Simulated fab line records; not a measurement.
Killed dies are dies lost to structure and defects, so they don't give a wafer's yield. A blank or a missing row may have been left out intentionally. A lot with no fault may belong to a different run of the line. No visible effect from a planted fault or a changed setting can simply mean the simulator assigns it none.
Lot-split experiment -- flow sfqLine -- on a route of 325 steps: 5 lots, 23 wafers read

== THE SPLIT ITSELF ==
At SFQ_TRILAYER_C5_LITHO_PEB_154 (peb time 60 s), the setting pebTimeS was moved away from the recipe's 60 s on 7 of the 23 wafers read, by -10.2% to +10.8%. All remaining wafers had this setting at the recipe value.

== FROM THE SPLIT ON TO THE READING: in between, the file shows 1 step ==
- SFQ_TRILAYER_C5_LITHO_DEVELOP_153: time 60 s

== THE READING ==
C5.cdNm (the simulator's own value, which no gauge read), in nm, at SFQ_TRILAYER_C5_BARC_OPEN_VIA_ETCH_210 (etches BARC in O2, target depth 125 nm, time 41.7 s). The file gives no usual value for it. Average 500.1 nm, standard deviation 0.83 nm, over the 16 wafers here run with the recipe.

wafer,"tool, chamber at the split","pebTimeS as run, s",against the recipe,"C5.cdNm, nm",against lot-mates on the recipe
L075.3,"lithoTrack-04, 0",60,recipe,500.4,-
L075.4,"lithoTrack-04, 0",60,recipe,500,-
L075.5,"lithoTrack-04, 0",60,recipe,499.2,-
L079.1,"lithoTrack-04, 0",60,recipe,501.4,-
L079.2,"lithoTrack-04, 0",60,recipe,499.4,-
L079.4,"lithoTrack-04, 0",60,recipe,500,-
L079.5,"lithoTrack-04, 0",60,recipe,501.5,-
L079.6,"lithoTrack-04, 0",60,recipe,501.2,-
L080.1,"lithoTrack-04, 0",53.88,-10.2%,483.6,-15.6
L080.2,"lithoTrack-04, 0",53.88,-10.2%,485.2,-14.0
L080.3,"lithoTrack-04, 0",53.88,-10.2%,484.7,-14.5
L080.4,"lithoTrack-04, 0",60,recipe,499.7,-
L080.5,"lithoTrack-04, 0",60,recipe,498.7,-
L081.1,"lithoTrack-02, 0",66.19,+10.3%,512.6,+13.1
L081.2,"lithoTrack-02, 0",60,recipe,498.8,-
L081.3,"lithoTrack-02, 0",66.19,+10.3%,512.4,+12.9
L081.5,"lithoTrack-02, 0",60,recipe,500,-
L081.6,"lithoTrack-02, 0",60,recipe,499.8,-
L083.2,"lithoTrack-03, 0",60,recipe,500.3,-
L083.3,"lithoTrack-03, 0",60,recipe,500.5,-
L083.4,"lithoTrack-03, 0",66.5,+10.8%,515.9,+15.3
L083.5,"lithoTrack-03, 0",66.5,+10.8%,515.1,+14.5
L083.6,"lithoTrack-03, 0",60,recipe,500.9,-

THE FIT
A straight line over all 23 wafers: C5.cdNm changes by +1.41 nm for each +1% of pebTimeS; r = +0.99; the points scatter about the line by 1.1 nm.
The same after taking each lot's own level away (the mean of its wafers on the recipe; 23 wafers): +1.37 nm for each +1%; r = +1.00; scatter 0.72 nm.
Per that fit: largest pebTimeS move, reading shift of 15 nm.
The span of the lots' own levels, 499.20 to 500.70 nm, comes to 1.8 times the standard deviation stated above.
So the lot-to-lot level changes the slope little: the two slopes agree.
Check: +14.5 nm against its lot-mates is what the line predicts for one of the wafers moved furthest among these (+10.8%) when that wafer is left out of the fit. It came out at +15.3 nm against them.

== OTHER SPLITS APPLIED TO THESE WAFERS ==
Before the reading, these wafers also passed through other splits. Each is held against what the fit with the lots' levels taken away leaves over:
other split on the same wafers,wafers away from the commonest value,r with C5.cdNm (lot level and that fit taken away)
SFQ_TRILAYER_JJ_CE_LITHO_PEB_117 pebTempC,6,-0.20
SFQ_TRILAYER_M5_LITHO_COAT_123 spinRpm,7,-0.08
SFQ_TRILAYER_M5_BARC_OPEN_METAL_ETCH_161 biasW,10,-0.03
SFQ_TRILAYER_R5_DEP_SPUTTER_133 powerW,7,+0.15
SFQ_TRILAYER_R5_LITHO_COAT_136 spinRpm,10,+0.13
SFQ_TRILAYER_I5_LITHO_PEB_147 pebTempC,10,+0.09

== THE FILE'S OWN FIT ==
C5.cdNm changes by +1.36 nm for each +1% of pebTimeS, r = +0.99.
